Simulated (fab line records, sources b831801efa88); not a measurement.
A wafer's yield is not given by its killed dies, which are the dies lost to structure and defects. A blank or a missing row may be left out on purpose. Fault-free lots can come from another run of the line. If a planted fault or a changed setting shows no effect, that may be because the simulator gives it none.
Struck lot and sound lot, side by side | flow sky130 | 15 steps out of a route of 708
Sound: the wafers L665.3, L665.5, L665.6. Struck: wafer L667.2 (L667.1, L667.6, from the same lot, were not struck and are left out); the cause is given at the end.
At each step with rows: each side's tool, then ch and its chambers, then its first start. Under that, the readings that differ: sound wafers | struck wafers | difference of the means | sigmas: that difference in standard deviations of wafers without a fault.
alike: a reading whose means differ by less than 2 such deviations, as well as words and numbers matching on both sides. not compared: withheld readings; readings where some wafer has no value; bounds like >300 that might hide an equal value; numbers whose values overlap and for which the record gives no deviation.
The two part at a step that has a row with sigmas, a row that says differs or no value, or rows on one side only. Non-overlapping numbers with no deviation appear without sigmas and do not part them. A reading missing from all wafers of one side parts the sides only when that side holds two or more wafers.

first, 7 steps without rows for these wafers: SKY_METAL4_HMDS_06 (prime time 60 s); SKY_METAL4_COAT_07 (resist thk 60 nm); SKY_METAL4_COAT_08 (resist thk 1140 nm); SKY_METAL4_SOFTBAKE_09 (time 90 s); SKY_METAL4_EXPOSE_10 (exposes mask MM4, target cd 300 nm); SKY_METAL4_PEB_11; SKY_METAL4_DEVELOP_12 (develop time 60 s).
SKY_METAL4_CD_MEAS_13: the cd target is 300 nm.
  sound on cdSem-02 at day 44 02:53; struck on cdSem-01 at day 44 15:29
  alike: cdNm
SKY_METAL4_OVL_MEAS_14:
  sound on overlay-02 at day 44 02:59; struck on overlay-02 at day 44 15:37
reading         | sound   | struck | difference | sigmas
METAL4_OVL (nm) | -4 -5 0 | -14    | -11        | -2
SKY_METAL4_DESCUM_15: chemistry O2, time 8 s.
  sound on rieMetal-02 ch 0,1, day 44 03:01; struck on rieMetal-01 ch 0, day 44 15:38
reading             | sound | struck | difference                   | sigmas
rfHoursCounterH (h) | - - - | 11     | no value on the sound wafers | 
  alike: drypumpMotorCurrentA, oesProductAu
SKY_METAL4_ETCH_16: etches BARC in N2/H2, stops on SiO2, time 88.2 s, target depth 60 nm.
  sound on rieMetal-02 ch 0,1, day 44 03:04; struck on rieMetal-01 ch 0, day 44 15:41
reading             | sound | struck | difference                   | sigmas
rfHoursCounterH (h) | - - - | 11     | no value on the sound wafers | 
  alike: drypumpMotorCurrentA, oesProductAu, throttleValvePct
SKY_METAL4_ETCH_17: etches SiO2 in C4F8/O2/Ar, stops on TiN, time 3.9 s, target depth 15 nm.
  sound on rieDiel-02 ch 0,3, day 44 03:08; struck on rieDiel-03 ch 1, day 44 15:46
  alike: oesProductAu
SKY_METAL4_METAL_ETCH_18: etches the open film in Cl2/BCl3, stops on SiO2, target depth 845 nm, time 183.1 s.
  sound on rieMetal-01 ch 0,1, day 44 03:13; struck on rieMetal-03 ch 0, day 44 15:47
reading                                      | sound             | struck  | difference                   | sigmas
oesProductAu (a.u.)                          | 0.866 0.859 0.863 | 0.815   | -0.048                       | -9
overEtchFrac                                 | 0.3 0.3 0.3       | 0.41823 | +0.11823                     | 
rfHoursCounterH (h)                          | - - -             | 17      | no value on the sound wafers | 
model.KrF-thick_of_METAL4_COAT_08.thkNm (nm) | 534.1 533.1 527.8 | 497     | -35                          | 
model.METAL4.cdNm (nm)                       | 309.8 304.9 304.5 | 291.9   | -14.5                        | 
  alike: drypumpMotorCurrentA, throttleValvePct
  not compared: model.SiO2_of_VIA3_HDPCVD_00.thkNm
SKY_METAL4_STRIP_19: strips in O2/N2.
  sound on plasmaAsher-02 ch 0,1, day 44 03:22; struck on plasmaAsher-04 ch 1, day 44 15:58
reading                  | sound             | struck | difference                   | sigmas
o2FlowSccm (sccm)        | 2997 2998 2990    | 3021   | +26                          | +3
oesProductAu (a.u.)      | 0.510 0.515 0.493 | 0.488  | -0.018                       | -3
rfHoursCounterH (h)      | - - -             | 117    | no value on the sound wafers | 
stripTimeToEndpointS (s) | 6.61 6.60 6.53    | 6.23   | -0.35                        | -5
  alike: drypumpMotorCurrentA
then, 1 step without rows for these wafers: SKY_METAL4_STRIP_20 (strips in post etch residue remover, time 1200 s).

WHERE THEY PART
Last at SKY_METAL4_STRIP_19 as far as this record goes, first at SKY_METAL4_OVL_MEAS_14.

WHY: whatever the simulator had introduced
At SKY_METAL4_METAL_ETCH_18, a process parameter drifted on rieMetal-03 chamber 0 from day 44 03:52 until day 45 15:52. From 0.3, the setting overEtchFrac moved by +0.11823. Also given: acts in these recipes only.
